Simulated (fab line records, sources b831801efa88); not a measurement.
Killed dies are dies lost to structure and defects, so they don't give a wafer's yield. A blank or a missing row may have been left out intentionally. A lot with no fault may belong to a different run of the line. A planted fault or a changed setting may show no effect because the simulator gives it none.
Which tool was responsible? | flow sky130 | 11 lots, 33 wafers sampled, at 7 steps of a route of 708

== WHAT THE GAUGES SHOWED, per wafer ==
SKY_LDD_N_OVL_MEAS_07. Usual: LDD_N_OVL -0.2 nm, standard deviation 1.4.
lot  | measured     | on         | LDD_N_OVL (nm) | flag
L428 | day 17 16:26 | overlay-01 | 0.0 -0.1 -2.3  |
L430 | day 18 07:23 | overlay-02 | -2.1 -0.8 -2.0 |
L431 | day 18 18:32 | overlay-02 | 0.9 -1.6 -1.2  |
L436 | day 20 22:39 | overlay-01 | -0.7 -1.6 -1.4 |
L441 | day 22 16:35 | overlay-02 | -0.6 -1.0 -0.9 |
L443 | day 23 22:44 | overlay-02 | 0.5 0.8 0.2    |
L444 | day 23 22:20 | overlay-02 | 1.9 1.2 0.6    |
L445 | day 25 06:59 | overlay-02 | 0.7 -1.6 1.5   |
L446 | day 25 10:59 | overlay-02 | -1.0 0.0 0.3   |
L448 | day 25 14:38 | overlay-01 | 0.8 1.4 0.4    |
L451 | day 26 15:54 | overlay-01 | -1.3 1.0 0.2   |

SKY_LDD_P_CD_MEAS_07: the cd target is 380 nm. Usual: 379.9 nm for cd-nm, sd 2.7.
lot  | measured     | on        | cd-nm (nm)        | flag
L428 | day 19 01:08 | cd-sem-02 | 378.1 377.1 379.5 |
L430 | day 19 15:06 | cd-sem-01 | 379.5 377.1 380.1 |
L431 | day 20 02:03 | cd-sem-02 | - - -             | OFF
L436 | day 22 12:49 | cd-sem-02 | 381.4 381.3 381.6 |
L441 | day 24 00:00 | cd-sem-02 | 377.7 378.3 377.2 |
L443 | day 25 05:49 | cd-sem-01 | 381.2 379.2 381.2 |
L444 | day 25 05:24 | cd-sem-01 | 380.3 383.8 380.8 |
L445 | day 26 13:35 | cd-sem-02 | 382.9 380.7 379.4 |
L446 | day 26 17:09 | cd-sem-02 | 380.3 380.3 381.2 |
L448 | day 26 21:03 | cd-sem-01 | 382.1 383.4 384.9 |
L451 | day 27 22:29 | cd-sem-01 | 379.9 385.0 383.8 |

SKY_LDD_P_TW_MEAS_11. Usual: LDD_P_TW 637.3, standard deviation 2.6.
lot  | measured     | on            | LDD_P_TW          | flag
L428 | day 19 01:32 | film-metro-01 | 635.7 635.6 639.1 |
L430 | day 19 15:30 | film-metro-03 | 641.0 638.8 641.8 |
L431 | day 20 02:27 | film-metro-03 | 29.9 30.0 30.1    | OFF
L436 | day 22 13:11 | film-metro-03 | 638.9 634.1 633.9 |
L441 | day 24 00:28 | film-metro-03 | 641.0 639.5 643.3 |
L443 | day 25 06:13 | film-metro-03 | 636.6 641.2 637.2 |
L444 | day 25 05:48 | film-metro-03 | 635.0 636.4 638.0 |
L445 | day 26 13:59 | film-metro-03 | 636.4 638.0 640.0 |
L446 | day 26 17:33 | film-metro-01 | 636.9 634.5 634.6 |
L448 | day 26 21:27 | film-metro-03 | 637.8 640.3 638.1 |
L451 | day 27 22:52 | film-metro-04 | 640.0 640.1 639.1 |

SKY_LDD_HVP_OVL_MEAS_07. Usual: LDD_HVP_OVL 0.3 nm, standard deviation 1.3.
lot  | measured     | on         | LDD_HVP_OVL (nm) | flag
L428 | day 21 14:53 | overlay-02 | -1.4 -0.3 -0.8   |
L430 | day 22 11:31 | overlay-01 | 1.4 1.5 0.5      |
L431 | day 22 15:22 | overlay-01 | -0.6 1.3 0.0     |
L436 | day 25 02:09 | overlay-02 | -0.2 -0.1 0.0    |
L441 | day 26 11:59 | overlay-01 | 0.9 2.0 0.6      |
L443 | day 27 17:07 | overlay-02 | -0.3 0.6 1.2     |
L444 | day 27 16:29 | overlay-01 | 2.0 1.7 0.7      |
L445 | day 28 23:29 | overlay-01 | -0.2 -1.1 -1.8   |
L446 | day 29 02:59 | overlay-02 | -0.5 0.5 0.1     |
L448 | day 29 06:49 | overlay-02 | 1.5 2.6 -0.9     |
L451 | day 30 07:15 | overlay-02 | 0.4 -0.6 -0.1    |

SKY_LDD_HVP_TW_MEAS_10. Usual: LDD_HVP_TW 457.8, standard deviation 1.8.
lot  | measured     | on            | LDD_HVP_TW        | flag
L428 | day 21 15:10 | film-metro-03 | 458.0 459.0 460.8 |
L430 | day 22 11:49 | film-metro-02 | 454.6 454.8 456.4 |
L431 | day 22 15:40 | film-metro-03 | 698.6 698.6 698.1 | OFF
L436 | day 25 02:26 | film-metro-02 | 454.2 455.3 453.7 |
L441 | day 26 12:17 | film-metro-02 | 456.8 459.6 458.0 |
L443 | day 27 17:24 | film-metro-02 | 458.1 456.7 458.3 |
L444 | day 27 16:47 | film-metro-04 | 458.4 458.4 459.1 |
L445 | day 28 23:46 | film-metro-02 | 455.7 457.7 456.6 |
L446 | day 29 03:17 | film-metro-04 | 459.5 459.1 459.7 |
L448 | day 29 07:07 | film-metro-03 | 458.2 457.9 458.7 |
L451 | day 30 07:33 | film-metro-03 | 460.0 458.9 461.6 |

== WHAT TOOL EACH LOT RAN ON (gives the tool, then ch and the chambers of the sampled wafers, and finally the start) ==
lot  | SKY_GATE_OXIDE_STRIP_13              | SKY_LDD_P_EXPOSE_04
L428 | plasma-asher-03 ch 0,1, day 13 21:13 | iline-stepper-02 ch 0, day 18 09:31
L430 | plasma-asher-03 ch 0,1, day 14 09:20 | iline-stepper-01 ch 0, day 18 23:52
L431 | plasma-asher-04 ch 0,1, day 14 20:10 | iline-stepper-02 ch 0, day 19 11:42
L436 | plasma-asher-03 ch 0,1, day 16 19:02 | iline-stepper-02 ch 0, day 21 23:11
L441 | plasma-asher-04 ch 0,1, day 18 15:43 | iline-stepper-01 ch 0, day 23 10:11
L443 | plasma-asher-04 ch 0,1, day 18 23:24 | iline-stepper-02 ch 0, day 24 15:03
L444 | plasma-asher-02 ch 0,1, day 19 12:57 | iline-stepper-02 ch 0, day 24 14:05
L445 | plasma-asher-02 ch 0,1, day 20 22:06 | iline-stepper-01 ch 0, day 25 23:22
L446 | plasma-asher-02 ch 0,1, day 21 10:28 | iline-stepper-01 ch 0, day 26 04:18
L448 | plasma-asher-04 ch 1, day 21 18:37   | iline-stepper-02 ch 0, day 26 09:06
L451 | plasma-asher-04 ch 0,1, day 22 12:03 | iline-stepper-02 ch 0, day 27 09:20
- SKY_GATE_OXIDE_STRIP_13: strips in O2/N2.
- SKY_LDD_P_EXPOSE_04: exposes mask PSDM, target cd 380 nm.

== AS READ BY THE TOOLS THEMSELVES (means over the sampled wafers that have a number; for cases with no such wafer, the mark the record gives instead) ==
SKY_GATE_OXIDE_STRIP_13. Usual: drypump-motor-current-A 5.65 A, standard deviation 0.28; oes-product-au 0.715 a.u., standard deviation 0.0044; strip-time-to-endpoint-s 14.18 s, standard deviation 0.04.
lot  | tool            | drypump-motor-current-A (A) | oes-product-au (a.u.) | strip-time-to-endpoint-s (s) | flag
L428 | plasma-asher-03 | 5.45                        | 0.715                 | 14.17                        |
L430 | plasma-asher-03 | 5.47                        | 0.715                 | 14.22                        |
L431 | plasma-asher-04 | 5.96                        | 0.717                 | 14.19                        |
L436 | plasma-asher-03 | 5.61                        | 0.709                 | 14.18                        |
L441 | plasma-asher-04 | 5.97                        | 0.720                 | 14.14                        |
L443 | plasma-asher-04 | 5.88                        | 0.719                 | 14.21                        |
L444 | plasma-asher-02 | 5.39                        | 0.716                 | 14.15                        |
L445 | plasma-asher-02 | 5.50                        | 0.717                 | 14.20                        |
L446 | plasma-asher-02 | 5.52                        | 0.717                 | 14.17                        |
L448 | plasma-asher-04 | 6.11                        | 0.718                 | 14.19                        |
L451 | plasma-asher-04 | 5.98                        | 0.713                 | 14.12                        |

SKY_LDD_P_EXPOSE_04. Usual: 22.98 C for reticle-temp-C, sd 0.095.
lot  | tool             | reticle-temp-C (C) | flag
L428 | iline-stepper-02 | 23.04              |
L430 | iline-stepper-01 | 22.95              |
L431 | iline-stepper-02 | 22.91              |
L436 | iline-stepper-02 | 22.90              |
L441 | iline-stepper-01 | 23.09              |
L443 | iline-stepper-02 | 22.88              |
L444 | iline-stepper-02 | 22.94              |
L445 | iline-stepper-01 | 22.93              |
L446 | iline-stepper-01 | 22.91              |
L448 | iline-stepper-02 | 22.97              |
L451 | iline-stepper-02 | 23.09              |

== THE ANSWER, worked out from the rows above alone ==
Rule: a lot is off if the mean of its wafers that have a number lies more than 3 standard deviations from the usual mean. A lot without any number at a reading at which 4 lots or more have one is off too. Where the step has rows for the other lots, those lots are counted as sound. First the gauges in route order, then the tools' own readings, where a lot's mean is used as printed above. At the first step where some lot is off, the reading lying furthest off is the one used; lots without a number count as furthest.
Off: L431 (SKY_LDD_P_CD_MEAS_07, cd-nm). Without a number there: L431.
A tool fits if, at a process step before that reading, it ran every lot that is off, and no sound lot after the first of them. Not tried: the gauges at SKY_LDD_P_CD_MEAS_07; whatever is off there is also off at SKY_LDD_P_TW_MEAS_11, on other tools, and gauge error can't account for it. Not one of the candidates tried fits.

== WHAT WAS PUT IN BY THE SIMULATOR ==
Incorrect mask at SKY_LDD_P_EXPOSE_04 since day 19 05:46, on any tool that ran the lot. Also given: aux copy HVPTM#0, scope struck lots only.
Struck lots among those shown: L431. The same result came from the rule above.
